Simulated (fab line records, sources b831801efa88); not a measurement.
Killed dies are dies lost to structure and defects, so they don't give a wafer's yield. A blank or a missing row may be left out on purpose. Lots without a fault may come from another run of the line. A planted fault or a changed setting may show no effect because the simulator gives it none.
A struck lot beside a sound one | flow sky130 | 14 steps out of a route of 708
Sound: wafers L816.2, L816.4, L816.5. Struck: wafers L831.1, L831.3, L831.5. The cause comes at the end.
At each step with rows: each side's tool, then ch and its chambers, then its first start. Under that, the readings that differ: sound wafers | struck wafers | difference of the means | sigmas: that difference in standard deviations of wafers without a fault.
alike: readings whose means differ by less than 2 such deviations, and words and numbers that are the same on both sides. not compared: withheld readings, readings that some wafer has no value for, bounds like >300 that may hide the same value, and numbers for which the record gives no deviation and whose values overlap.
The two part at a step that has a row with sigmas, a row that says differs or no value, or rows on one side only. Numbers that don't overlap but have no deviation are shown without sigmas and don't part them. A reading that every wafer of one side lacks parts them only if that side has two wafers or more.

SKY_VIA1_ETCH_14: etches BARC in N2/H2, stops on SiO2, time 45.9 s, target depth 60 nm.
  sound on rie_diel-01 ch 1,2, day 34 19:18; struck on rie_diel-01 ch 0,1,2, day 39 11:31
  alike: drypump_motor_current_A, oes_product_au, throttle_valve_pct
  not compared: rf_hours_counter_h
SKY_VIA1_ETCH_15: etches SiO2 in C4F8/O2/Ar, stops on TiN, target depth 351 nm, time 54 s.
  sound on rie_diel-01 ch 1,2, day 34 19:20; struck on rie_diel-01 ch 0,1,2, day 39 11:33
  alike: oes_product_au
  not compared: rf_hours_counter_h
then, 4 steps without rows for these wafers: SKY_VIA1_STRIP_16 (strips in O2/N2); SKY_VIA1_STRIP_17 (strips in post etch residue remover, time 1200 s); SKY_VIA1_CLEAN_18 (cleans in IPA, time 180 s); SKY_VIA1_CLEAN_19 (cleans in O3/DIW).
SKY_VIA1_SPUTTER_20: material TiN, target thk 20 nm, time 80 s.
  sound on pvd_sputter-01, day 34 20:01; struck on pvd_sputter-03, day 39 12:12
  alike: cathode_dc_power_W, chamber_pressure_pa, throttle_valve_pct
then, 1 step without rows for these wafers: SKY_VIA1_CVD_21 (deposits W, target thk 270 nm, time 80.902 s).
SKY_VIA1_RS_MEAS_22: measures by four-point-probe.
  sound on film_metro-04, day 34 20:11; struck on film_metro-04, day 39 12:21
  alike: VIA1_W_RS
SKY_VIA1_THK_MEAS_23: measures by xrf.
  sound on film_metro-04, day 34 20:17; struck on film_metro-04, day 39 12:28
  alike: VIA1_W_THK
SKY_VIA1_CMP_24: polishes, stops on SiO2, t overpolish 15 s, target thk 0 nm.
  sound on cmp-01 ch 0,2,3, day 34 20:26; struck on cmp-02 ch 2,3, day 39 12:32
  alike: edge_zone_pressure_frac, motor_current_A, overpolish_run_s, platen_rpm, time_to_endpoint_s
then, 1 step without rows for these wafers: SKY_METAL2_SPUTTER_00 (material Ti, target thk 15 nm, time 10 s).
SKY_METAL2_SPUTTER_01: material TiN, target thk 20 nm, time 16.7 s.
  sound on pvd_sputter-04, day 34 20:40; struck on pvd_sputter-04, day 39 12:52
  no value came back on the struck wafers for cathode_dc_power_W (W), chamber_pressure_pa (Pa), throttle_valve_pct (%); on the sound wafers cathode_dc_power_W (W) reads 6499.5 6499.0 6501.2
SKY_METAL2_SPUTTER_02: material AlCu, target thk 250 nm, time 13.3 s.
  sound on pvd_sputter-04, day 34 20:41; struck on pvd_sputter-04, day 39 12:53
  alike: cathode_dc_power_W, chamber_pressure_pa, throttle_valve_pct

WHERE THEY PART
Only at SKY_METAL2_SPUTTER_01, within this record. Later steps at which nothing parts them and some readings are alike: SKY_METAL2_SPUTTER_02.

WHY: what the simulator had put in
Skipped step whole: pvd_sputter-04, from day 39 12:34 on, at SKY_METAL2_SPUTTER_01. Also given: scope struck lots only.
